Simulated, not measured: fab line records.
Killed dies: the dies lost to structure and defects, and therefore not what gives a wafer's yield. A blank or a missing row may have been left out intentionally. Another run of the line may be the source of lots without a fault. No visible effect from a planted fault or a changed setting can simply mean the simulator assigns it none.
fab line records    flow sky130    part 1 of 2: steps 1 to 43 of 44
[record] lots = 6  wafers = 18  lastDay = 50
route steps=708 shown SONOS_TUNNEL@160 SONOS_ONO@168 GATE_OXIDE@187 PAD_OPEN@708
lots that met no fault: from a run of the same line without faults
startH: hours from the record's opening day to when the first of the lot's shown wafers began    waitH: hours elapsed since this lot's preceding step    " same as the row above    L1.1+2: several wafers, shown together as one row    - no value, or no start was given    * or withheld: withheld    < > ~ a bound
route shown NAME@n: names a module that has steps shown in the file, with the first one's number in the route    usual: mean and standard deviation over wafers with no fault    same: alike in all rows    chamber/n: place in a boat    sites: per-site readings    _std_site: the values' standard deviation    _edge_site: outer sites' mean less inner sites'    radiusMm: for every site, how far away it sits from the centre of the wafer    mask NAME#n: copy n    behind: tool/chamber where the wafer was last shaped    hold: why the lot was held/for how many hours/how that ended    device: transistor that didn't switch, given as n, p or np    end of line: the same wafers' tests at the end of the route    where a step has no rows: the recipe by itself    killed: dies that structure and defects cost at the first sort, which is not the same as the wafer's yield    map: shows each die of a wafer: x if killed, . if not, _ if none is there
set.NAME: the setting that was run; set.NAME@STEP: the one run at that earlier step    model.NAME: the simulator's own value behind a step, which no gauge read
lots at some steps of the route; a table a step, a row a wafer
services: a tool's chamber out of use, with start hour (startH, from the record's first day; less than 0 if before it), hours out, and reason
[[steps]]
[step SKY_SONOS_TUNNEL_DEVELOP_06]
[recipe] resist = NOVOLAK  developer = TMAH  developTimeS = 60  devTempC = 23
[step SKY_SONOS_TUNNEL_CD_MEAS_07]
[recipe] targetCdNm = 410
[usual] cdNm = 409.2/1.9
lot.wafer  tool      chamber  startH  waitH  cdNm
L140.4     cdSem-02  -        271.79  0.1    409.6
L140.5     "         -        "       "      408.5
L140.6     "         -        "       "      406.6
L145.1     cdSem-02  -        307.80  0.1    409.7
L145.3     "         -        "       "      407.4
L145.5     "         -        "       "      408.2
L147.1     cdSem-01  -        321.75  0.1    411.7
L147.2     "         -        "       "      410.0
L147.4     "         -        "       "      410.4
L154.2     cdSem-01  -        375.35  0.1    410.5
L154.4     "         -        "       "      410.4
L154.6     "         -        "       "      412.1
L155.3     cdSem-02  -        383.07  0.1    409.6
L155.4     "         -        "       "      409.1
L155.5     "         -        "       "      408.5
L159.1     cdSem-02  -        413.18  0.1    412.6
L159.3     "         -        "       "      407.8
L159.4     "         -        "       "      411.7
[step SKY_SONOS_TUNNEL_OVL_MEAS_08]
[usual] SONOS_TUNNEL_OVL = -0.3/1.4
lot.wafer  tool        chamber  startH  waitH  SONOS_TUNNEL_OVL[nm]
L140.4     overlay-01  -        271.87  0.1    -0.4
L140.5     "           -        "       "      0.9
L140.6     "           -        "       "      -0.2
L145.1     overlay-01  -        307.92  0.1    -0.4
L145.3     "           -        "       "      2.3
L145.5     "           -        "       "      0.3
L147.1     overlay-02  -        321.87  0.1    1.5
L147.2     "           -        "       "      -1.1
L147.4     "           -        "       "      0.6
L154.2     overlay-02  -        375.46  0.1    1.5
L154.4     "           -        "       "      1.4
L154.6     "           -        "       "      2.9
L155.3     overlay-01  -        383.16  0.1    0.9
L155.4     "           -        "       "      -1.3
L155.5     "           -        "       "      -0.8
L159.1     overlay-01  -        413.30  0.1    -2.7
L159.3     "           -        "       "      -0.4
L159.4     "           -        "       "      -1.3
[step SKY_SONOS_TUNNEL_IMPLANT_09]
[recipe] species = B  energyKev = 20  doseCm2 = 1e+12  tiltDeg = withheld
[step SKY_SONOS_TUNNEL_WET_ETCH_10]
[recipe] chemistry = dHF  targetDepthNm = 14  target = SiO2  dilution = 100:1  tempC = 25  timeS = 280
[step SKY_SONOS_TUNNEL_STRIP_11]
[recipe] chemistry = SPM  timeS = 600  tempC = 130
[step SKY_SONOS_TUNNEL_TW_MEAS_12]
[usual] SONOS_TUNNEL_TW = 198.0/1.5
lot.wafer  tool          chamber  startH  waitH  SONOS_TUNNEL_TW
L140.4     filmMetro-01  -        272.51  0.0    196.9
L140.5     "             -        "       "      197.7
L140.6     "             -        "       "      197.8
L145.1     filmMetro-01  -        308.37  0.0    198.5
L145.3     "             -        "       "      198.7
L145.5     "             -        "       "      199.2
L147.1     filmMetro-01  -        322.32  0.0    197.1
L147.2     "             -        "       "      198.8
L147.4     "             -        "       "      199.3
L154.2     filmMetro-03  -        375.93  0.0    195.9
L154.4     "             -        "       "      195.5
L154.6     "             -        "       "      195.0
L155.3     filmMetro-03  -        383.62  0.0    194.8
L155.4     "             -        "       "      195.3
L155.5     "             -        "       "      193.7
L159.1     filmMetro-02  -        413.78  0.0    200.2
L159.3     "             -        "       "      199.6
L159.4     "             -        "       "      199.0
[step SKY_SONOS_TUNNEL_CLEAN_13]
[recipe] chemistry = dHF  timeS = 20  dilution = 100:1  dry = ipaMarangoni
[step SKY_SONOS_ONO_OXIDATION_00]
[recipe] tempC = 800  ambient = O2  idleTempC = 700  rampUpCPerMin = 10  rampDownCPerMin = 3  stabiliseS = 600  purgeS = 300  targetThkA = 26  oxTimeS = 1249
[step SKY_SONOS_ONO_THK_MEAS_01]
[recipe] reads = SiO2_of_SONOS_ONO_OXIDATION_00
[usual] SONOS_ONO_OXIDATION_THK = 2.59/0.061
lot.wafer  tool          chamber  startH  waitH  SONOS_ONO_OXIDATION_THK[nm]
L140.4     filmMetro-03  -        275.75  0.0    2.51
L140.5     "             -        "       "      2.55
L140.6     "             -        "       "      2.58
L145.1     filmMetro-03  -        309.79  0.0    2.53
L145.3     "             -        "       "      2.60
L145.5     "             -        "       "      2.59
L147.1     filmMetro-04  -        324.00  0.0    2.60
L147.2     "             -        "       "      2.61
L147.4     "             -        "       "      2.61
L154.2     filmMetro-03  -        380.18  0.0    2.54
L154.4     "             -        "       "      2.56
L154.6     "             -        "       "      2.47
L155.3     filmMetro-03  -        387.48  0.0    2.53
L155.4     "             -        "       "      2.50
L155.5     "             -        "       "      2.48
L159.1     filmMetro-02  -        415.61  0.0    2.51
L159.3     "             -        "       "      2.52
L159.4     "             -        "       "      2.53
[step SKY_SONOS_ONO_CVD_02]
[recipe] material = Si3N4  precursor = DCS/NH3  targetThkNm = 10.5  tempC = 770  timeS = 180  pressureMtorr = 250
[step SKY_SONOS_ONO_THK_MEAS_03]
[recipe] reads = Si3N4_of_SONOS_ONO_CVD_02
[usual] SONOS_ONO_CVD_02_THK = 10.44/0.14
lot.wafer  tool          chamber  startH  waitH  SONOS_ONO_CVD_02_THK[nm]
L140.4     filmMetro-02  -        277.53  0.0    10.49
L140.5     "             -        "       "      10.37
L140.6     "             -        "       "      10.56
L145.1     filmMetro-04  -        317.65  0.0    10.41
L145.3     "             -        "       "      10.42
L145.5     "             -        "       "      10.51
L147.1     filmMetro-02  -        327.67  0.0    10.32
L147.2     "             -        "       "      10.21
L147.4     "             -        "       "      10.23
L154.2     filmMetro-03  -        381.56  0.0    10.39
L154.4     "             -        "       "      10.55
L154.6     "             -        "       "      10.42
L155.3     filmMetro-04  -        391.78  0.0    10.40
L155.4     "             -        "       "      10.32
L155.5     "             -        "       "      10.33
L159.1     filmMetro-03  -        417.42  0.0    10.47
L159.3     "             -        "       "      10.41
L159.4     "             -        "       "      10.27
[step SKY_SONOS_ONO_CVD_04]
[recipe] material = SiO2  precursor = SiH4/N2O  targetThkNm = 5.7199  tempC = 900  pressureMtorr = 400
[usual] spikeTcCentreC = 900.6/1.6  spikeTcLowerC = 901.8/1.2
lot.wafer  tool      chamber  startH  waitH  spikeTcCentreC  spikeTcLowerC  model.SiO2_of_SONOS_ONO_CVD_04.thkNm
L140.4     lpcvd-03  1        277.56  0.0    902.4           901.7          5.766
L140.5     "         1        "       "      903.4           902.5          5.864
L140.6     "         1        "       "      901.5           902.0          5.954
L145.1     lpcvd-03  1        317.71  0.1    901.3           901.4          6.406
L145.3     "         1        "       "      901.3           902.3          6.399
L145.5     "         1        "       "      901.5           901.0          6.353
L147.1     lpcvd-03  1        327.73  0.1    903.0           900.4          6.302
L147.2     "         1        "       "      900.4           901.0          6.336
L147.4     "         1        "       "      900.9           900.3          6.237
L154.2     lpcvd-03  1        381.61  0.0    902.5           901.7          5.77
L154.4     "         1        "       "      900.4           900.9          5.832
L154.6     "         1        "       "      900.9           900.6          5.754
L155.3     lpcvd-03  0        391.82  0.0    899.0           903.4          5.733
L155.4     "         0        "       "      900.2           902.3          5.72
L155.5     "         0        "       "      899.3           903.2          5.705
L159.1     lpcvd-03  1        417.48  0.1    901.7           902.1          5.721
L159.3     "         1        "       "      903.9           901.1          5.708
L159.4     "         1        "       "      900.4           900.2          5.747
[step SKY_SONOS_ONO_THK_MEAS_05]
[recipe] reads = SiO2_of_SONOS_ONO_CVD_04
[usual] SONOS_ONO_CVD_04_THK = 5.77/0.12
lot.wafer  tool          chamber  startH  waitH  SONOS_ONO_CVD_04_THK[nm]
L140.4     filmMetro-02  -        278.84  0.0    5.80
L140.5     "             -        "       "      5.80
L140.6     "             -        "       "      6.01
L145.1     filmMetro-02  -        318.96  0.0    6.41
L145.3     "             -        "       "      6.36
L145.5     "             -        "       "      6.34
L147.1     filmMetro-04  -        329.02  0.0    6.29
L147.2     "             -        "       "      6.34
L147.4     "             -        "       "      6.20
L154.2     filmMetro-03  -        382.87  0.0    5.77
L154.4     "             -        "       "      5.87
L154.6     "             -        "       "      5.79
L155.3     filmMetro-03  -        393.09  0.0    5.71
L155.4     "             -        "       "      5.67
L155.5     "             -        "       "      5.73
L159.1     filmMetro-03  -        418.73  0.0    5.76
L159.3     "             -        "       "      5.68
L159.4     "             -        "       "      5.74
[step SKY_SONOS_ONO_DEHYDRATE_06]
[recipe] tempC = 200  timeS = 60
[step SKY_SONOS_ONO_HMDS_07]
[recipe] primeTimeS = 60  primeTempC = 120
[step SKY_SONOS_ONO_COAT_08]
[recipe] resist = NOVOLAK  spinRpm = 3000  resistThkNm = 1140
[step SKY_SONOS_ONO_SOFTBAKE_09]
[recipe] tempC = 90  timeS = 60  resist = NOVOLAK
[step SKY_SONOS_ONO_EXPOSE_10]
[recipe] maskId = ONOM  targetCdNm = 410  na = 0.6  sourceShape = conventional  sigmaOuter = 0.6  doseMj = 150
[step SKY_SONOS_ONO_PEB_11]
[recipe] tempC = withheld  timeS = *  resist = NOVOLAK
[step SKY_SONOS_ONO_DEVELOP_12]
[recipe] developTimeS = 60  devTempC = 23
[step SKY_SONOS_ONO_CD_MEAS_13]
[recipe] targetCdNm = 410
[usual] cdNm = 410.5/2.5
lot.wafer  tool      chamber  startH  waitH  cdNm
L140.4     cdSem-01  -        303.76  0.1    407.9
L140.5     "         -        "       "      408.9
L140.6     "         -        "       "      406.9
L145.1     cdSem-02  -        345.71  0.1    410.1
L145.3     "         -        "       "      411.6
L145.5     "         -        "       "      410.1
L147.1     cdSem-01  -        356.03  0.1    411.2
L147.2     "         -        "       "      410.5
L147.4     "         -        "       "      412.7
L154.2     cdSem-01  -        411.95  0.1    411.3
L154.4     "         -        "       "      410.8
L154.6     "         -        "       "      409.9
L155.3     cdSem-01  -        422.45  0.1    412.2
L155.4     "         -        "       "      410.6
L155.5     "         -        "       "      409.0
L159.1     cdSem-02  -        449.90  0.1    411.2
L159.3     "         -        "       "      411.1
L159.4     "         -        "       "      411.2
[step SKY_SONOS_ONO_OVL_MEAS_14]
[usual] SONOS_ONO_OVL = 0.5/1.4
lot.wafer  tool        chamber  startH  waitH  SONOS_ONO_OVL[nm]
L140.4     overlay-01  -        303.84  0.1    -0.3
L140.5     "           -        "       "      -2.3
L140.6     "           -        "       "      -0.5
L145.1     overlay-01  -        345.84  0.1    1.0
L145.3     "           -        "       "      1.2
L145.5     "           -        "       "      -0.7
L147.1     overlay-01  -        356.15  0.1    2.5
L147.2     "           -        "       "      0.2
L147.4     "           -        "       "      1.0
L154.2     overlay-02  -        412.06  0.1    -0.2
L154.4     "           -        "       "      -0.7
L154.6     "           -        "       "      0.0
L155.3     overlay-02  -        422.55  0.1    -1.5
L155.4     "           -        "       "      -1.2
L155.5     "           -        "       "      -0.3
L159.1     overlay-01  -        450.02  0.1    0.2
L159.3     "           -        "       "      1.6
L159.4     "           -        "       "      0.1
[step SKY_SONOS_ONO_ETCH_15]
[recipe] targetDepthNm = 19.52  chemistry = CHF3/O2  sourceW = 600  biasW = 200  pressureMtorr = 40  chf3FlowSccm = 50  O2_flow_sccm = 5  timeS = 7.8
[usual] chf3FlowSccm = 50.01/0.15  drypumpMotorCurrentA = 5.5/0.48  oesProductAu = 0.998/0.0092  throttleValvePct = 8.825/0.0087
lot.wafer  tool        chamber  startH  waitH  chf3FlowSccm  drypumpMotorCurrentA  oesProductAu  rfHoursCounterH  throttleValvePct
L140.4     rieDiel-04  0        303.86  0.0    50.12         5.1                   1.005         98               8.826
L140.5     "           1        "       "      50.13         5.8                   1.008         -                8.836
L140.6     "           2        "       "      50.15         5.1                   1.008         -                8.816
L145.1     rieDiel-04  2        345.87  0.0    49.85         5.1                   1.003         15               8.811
L145.3     "           0        "       "      50.00         5.1                   1.001         99               8.813
L145.5     "           2        "       "      49.99         5.1                   1.006         -                8.827
L147.1     rieDiel-02  1        356.19  0.0    49.90         5.0                   1.005         25               8.829
L147.2     "           0        "       "      50.03         5.3                   0.992         77               8.817
L147.4     "           2        "       "      49.58         6.0                   1.009         20               8.810
L154.2     rieDiel-04  1        412.09  0.0    49.97         5.8                   1.004         3                8.823
L154.4     "           0        "       "      49.83         5.1                   1.016         100              8.831
L154.6     "           3        "       "      49.92         6.0                   1.017         -                8.841
L155.3     rieDiel-01  3        422.57  0.0    49.90         4.8                   0.999         10               8.830
L155.4     "           0        "       "      50.28         6.0                   1.003         76               8.820
L155.5     "           1        "       "      49.94         6.1                   1.001         -                8.820
L159.1     rieDiel-02  3        450.06  0.0    50.16         5.0                   0.975         46               8.829
L159.3     "           0        "       "      49.95         5.4                   0.991         78               8.828
L159.4     "           2        "       "      49.88         6.0                   0.984         21               8.829
[step SKY_SONOS_ONO_WET_ETCH_16]
[recipe] chemistry = dHF  targetDepthNm = 14  dry = n2Spin  target = SiO2  dilution = 100:1  tempC = 25  timeS = 280
[step SKY_SONOS_ONO_STRIP_17]
[recipe] chemistry = O2/N2  powerW = 1400  pressureMtorr = 1500  platenTempC = withheld  o2FlowSccm = 3000  n2FlowSccm = 300  overashFraction = 0.5
[usual] drypumpMotorCurrentA = 5.5/0.32  oesProductAu = 0.710/0.005  stripTimeToEndpointS = 14.13/0.041
lot.wafer  tool            chamber  startH  waitH  drypumpMotorCurrentA  oesProductAu  rfHoursCounterH  stripTimeToEndpointS
L140.4     plasmaAsher-03  1        304.00  0.0    5.7                   0.707         -                14.15
L140.5     "               0        "       "      5.6                   0.703         -                14.16
L140.6     "               1        "       "      5.7                   0.711         -                14.16
L145.1     plasmaAsher-03  1        345.99  0.0    5.7                   0.705         22               14.17
L145.3     "               0        "       "      5.6                   0.706         -                14.17
L145.5     "               0        "       "      5.6                   0.718         -                14.17
L147.1     plasmaAsher-01  1        356.29  0.0    4.9                   0.713         54               14.19
L147.2     "               0        "       "      5.4                   0.713         54               14.21
L147.4     "               0        "       "      5.4                   0.712         -                14.18
L154.2     plasmaAsher-03  1        412.21  0.0    5.7                   0.710         28               14.07
L154.4     "               0        "       "      5.6                   0.708         -                14.09
L154.6     "               1        "       "      5.7                   0.713         -                14.10
L155.3     plasmaAsher-03  1        422.71  0.0    5.7                   0.704         -                14.23
L155.4     "               0        "       "      5.6                   0.713         -                14.17
L155.5     "               0        "       "      5.6                   0.707         -                14.17
L159.1     plasmaAsher-03  1        450.17  0.0    5.7                   0.704         32               14.14
L159.3     "               0        "       "      5.6                   0.710         -                14.13
L159.4     "               1        "       "      5.7                   0.710         -                14.13
[step SKY_SONOS_ONO_WET_ETCH_18]
[recipe] chemistry = H3PO4  targetDepthNm = 15  target = Si3N4  tempC = 160  timeS = 172
[step SKY_GATE_OXIDE_CLEAN_00]
[recipe] chemistry = SC1/SC2  mix = 1:4:20  tempC = 70  timeS = 150  dry = n2Spin
[step SKY_GATE_OXIDE_OXIDATION_01]
[recipe] tempC = 900  ambient = O2  stabiliseS = 600  purgeS = 300  targetThkA = 102.68  oxTimeS = 1473
[step SKY_GATE_OXIDE_THK_MEAS_02]
[recipe] reads = SiO2_of_GATE_OXIDE_OXIDATION_01
[usual] GATE_OXIDE_OXIDATION_00_THK = 10.27/0.2
lot.wafer  tool          chamber  startH  waitH  GATE_OXIDE_OXIDATION_00_THK[nm]
L140.4     filmMetro-02  -        305.62  0.0    10.44
L140.5     "             -        "       "      10.36
L140.6     "             -        "       "      10.37
L145.1     filmMetro-04  -        348.04  0.0    10.58
L145.3     "             -        "       "      10.46
L145.5     "             -        "       "      10.50
L147.1     filmMetro-01  -        359.32  0.0    10.39
L147.2     "             -        "       "      10.08
L147.4     "             -        "       "      10.47
L154.2     filmMetro-02  -        414.27  0.0    10.14
L154.4     "             -        "       "      10.07
L154.6     "             -        "       "      9.92
L155.3     filmMetro-04  -        424.46  0.0    10.16
L155.4     "             -        "       "      10.36
L155.5     "             -        "       "      10.05
L159.1     filmMetro-04  -        451.80  0.0    10.48
L159.3     "             -        "       "      10.50
L159.4     "             -        "       "      10.55
[step SKY_GATE_OXIDE_DEHYDRATE_03]
[recipe] tempC = 200  timeS = 60
[step SKY_GATE_OXIDE_HMDS_04]
[recipe] primeTimeS = 60  primeTempC = 120
[step SKY_GATE_OXIDE_COAT_05]
[recipe] resist = NOVOLAK  spinRpm = 3000  resistThkNm = 1140
[step SKY_GATE_OXIDE_SOFTBAKE_06]
[recipe] tempC = 90  timeS = 60  resist = NOVOLAK
[step SKY_GATE_OXIDE_EXPOSE_07]
[recipe] maskId = LVOM  na = 0.6  sourceShape = conventional  sigmaOuter = 0.6  polarization = unpolarized  targetCdNm = 600  doseMj = 170
[step SKY_GATE_OXIDE_PEB_08]
[recipe] tempC = withheld  timeS = *  resist = NOVOLAK
[step SKY_GATE_OXIDE_DEVELOP_09]
[recipe] resist = NOVOLAK  developer = TMAH  developTimeS = 60  devTempC = 23
[step SKY_GATE_OXIDE_OVL_MEAS_10]
[usual] GATE_OXIDE_OVL = 0.4/1.6
lot.wafer  tool        chamber  startH  waitH  GATE_OXIDE_OVL[nm]
L140.4     overlay-02  -        332.00  0.1    1.8
L140.5     "           -        "       "      1.0
L140.6     "           -        "       "      0.0
L145.1     overlay-01  -        375.40  0.1    -1.1
L145.3     "           -        "       "      0.3
L145.5     "           -        "       "      -0.2
L147.1     overlay-01  -        387.40  0.1    2.0
L147.2     "           -        "       "      1.3
L147.4     "           -        "       "      0.5
L154.2     overlay-02  -        444.82  0.1    -3.7
L154.4     "           -        "       "      -2.9
L154.6     "           -        "       "      -2.3
L155.3     overlay-01  -        455.18  0.1    0.3
L155.4     "           -        "       "      -0.7
L155.5     "           -        "       "      1.4
L159.1     overlay-01  -        482.73  0.1    -0.4
L159.3     "           -        "       "      -0.7
L159.4     "           -        "       "      0.6
[step SKY_GATE_OXIDE_IMPLANT_11]
[recipe] species = B  energyKev = 10  doseCm2 = 2.6e+12  tiltDeg = withheld
[step SKY_GATE_OXIDE_WET_ETCH_12]
[recipe] chemistry = dHF  targetDepthNm = 16.8  dry = n2Spin  target = SiO2  dilution = 100:1  tempC = 25  timeS = 336
[step SKY_GATE_OXIDE_STRIP_13]
[recipe] chemistry = O2/N2  powerW = 1400  pressureMtorr = 1500  platenTempC = withheld  o2FlowSccm = 3000  n2FlowSccm = 300  overashFraction = 0.5
[usual] drypumpMotorCurrentA = 5.3/0.31  oesProductAu = 0.716/0.0046  stripTimeToEndpointS = 14.18/0.032
lot.wafer  tool            chamber  startH  waitH  drypumpMotorCurrentA  oesProductAu  rfHoursCounterH  stripTimeToEndpointS
L140.4     plasmaAsher-01  0        332.30  0.0    5.4                   0.718         -                14.16
L140.5     "               0        "       "      5.4                   0.716         -                14.18
L140.6     "               1        "       "      4.9                   0.717         -                14.22
L145.1     plasmaAsher-01  1        375.69  0.0    4.9                   0.723         56               14.17
L145.3     "               1        "       "      4.9                   0.711         -                14.15
L145.5     "               0        "       "      5.4                   0.718         -                14.21
L147.1     plasmaAsher-01  1        387.69  0.0    4.8                   0.721         58               14.18
L147.2     "               0        "       "      5.4                   0.708         58               14.23
L147.4     "               1        "       "      4.9                   0.719         -                14.22
L154.2     plasmaAsher-01  1        445.11  0.0    4.8                   0.716         63               14.17
L154.4     "               1        "       "      4.9                   0.719         -                14.21
L154.6     "               0        "       "      5.4                   0.714         -                14.24
L155.3     plasmaAsher-01  0        455.63  0.0    5.4                   0.716         -                14.16
L155.4     "               1        "       "      4.9                   0.715         -                14.20
L155.5     "               0        "       "      5.4                   0.715         -                14.16
L159.1     plasmaAsher-01  0        483.02  0.0    5.5                   0.714         67               14.18
L159.3     "               1        "       "      4.9                   0.721         -                14.19
L159.4     "               0        "       "      5.5                   0.714         -                14.21
[step SKY_GATE_OXIDE_TW_MEAS_14]
[usual] GATE_OXIDE_TW = 225.6/1.1
lot.wafer  tool          chamber  startH  waitH  GATE_OXIDE_TW
L140.4     filmMetro-02  -        332.40  0.1    226.1
L140.5     "             -        "       "      224.8
L140.6     "             -        "       "      225.5
L145.1     filmMetro-04  -        375.79  0.1    226.0
L145.3     "             -        "       "      226.8
L145.5     "             -        "       "      227.1
L147.1     filmMetro-01  -        387.79  0.1    224.7
L147.2     "             -        "       "      223.8
L147.4     "             -        "       "      224.1
L154.2     filmMetro-01  -        445.22  0.1    224.4
L154.4     "             -        "       "      225.7
L154.6     "             -        "       "      225.6
L155.3     filmMetro-04  -        455.72  0.1    227.0
L155.4     "             -        "       "      227.3
L155.5     "             -        "       "      225.9
L159.1     filmMetro-04  -        483.12  0.1    225.4
L159.3     "             -        "       "      225.2
L159.4     "             -        "       "      224.6
[step SKY_GATE_OXIDE_CLEAN_15]
[recipe] chemistry = SC1/SC2  mix = 1:4:20  tempC = 70  timeS = 150  dry = n2Spin
lot.wafer  tool         chamber  startH  waitH  model.SiO2_of_SONOS_ONO_CVD_04.thkNm
L140.4     wetBench-02  3        332.43  0.0    4.248
L140.5     "            3        "       "      4.35
L140.6     "            3        "       "      4.439
L145.1     wetBench-04  0        375.85  0.1    4.884
L145.3     "            0        "       "      4.879
L145.5     "            0        "       "      4.831
L147.1     wetBench-02  1        387.85  0.1    4.785
L147.2     "            1        "       "      4.816
L147.4     "            1        "       "      4.718
L154.2     wetBench-04  0        445.27  0.0    4.246
L154.4     "            0        "       "      4.312
L154.6     "            0        "       "      4.234
L155.3     wetBench-01  1        455.76  0.0    4.221
L155.4     "            1        "       "      4.208
L155.5     "            1        "       "      4.195
L159.1     wetBench-01  0        483.18  0.1    4.208
L159.3     "            0        "       "      4.201
L159.4     "            0        "       "      4.241
[[key]]
[firstSign] step = SKY_SONOS_ONO_THK_MEAS_05  reading = SONOS_ONO_CVD_04_THK  direction = up  sigmas = 4.7  usual = 5.77  struck = 6.32
effect none on later readings
[modelEffect] step = SKY_SONOS_ONO_CVD_04  value = SiO2_of_SONOS_ONO_CVD_04.thkNm  without = 5.8  struck = 6.339
[modelEffect] step = SKY_GATE_OXIDE_CLEAN_15  value = SiO2_of_SONOS_ONO_CVD_04.thkNm  without = 4.28  struck = 4.819
[modelEffect] step = SKY_PAD_OPEN_PROBE_99  value = etest.sonosErased.driveUaUm  without = 190.1  struck = 160.3
metAt SKY_SONOS_ONO_CVD_04
struckWafers L145.1,L145.3,L145.5,L147.1,L147.2,L147.4
testerLeftOut L145,L147
onsetBetween 277.56 317.71
[fault] kind = processParameterDrift  tool = lpcvd-03  chamber = 1  onsetH = 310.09  steps = SKY_SONOS_ONO_CVD_04  channel = targetThkNm  offset = 0.53934  shape = step  endH = 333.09  stated = 5.7199
// testerLeftOut: of these lots the tester's yield and bins aren't shown, on N5 and GAA mostly nor the transistor test; their killed dies are dies lost to structure and defects alone, not to doping, threshold or leakage, so they don't give the yield
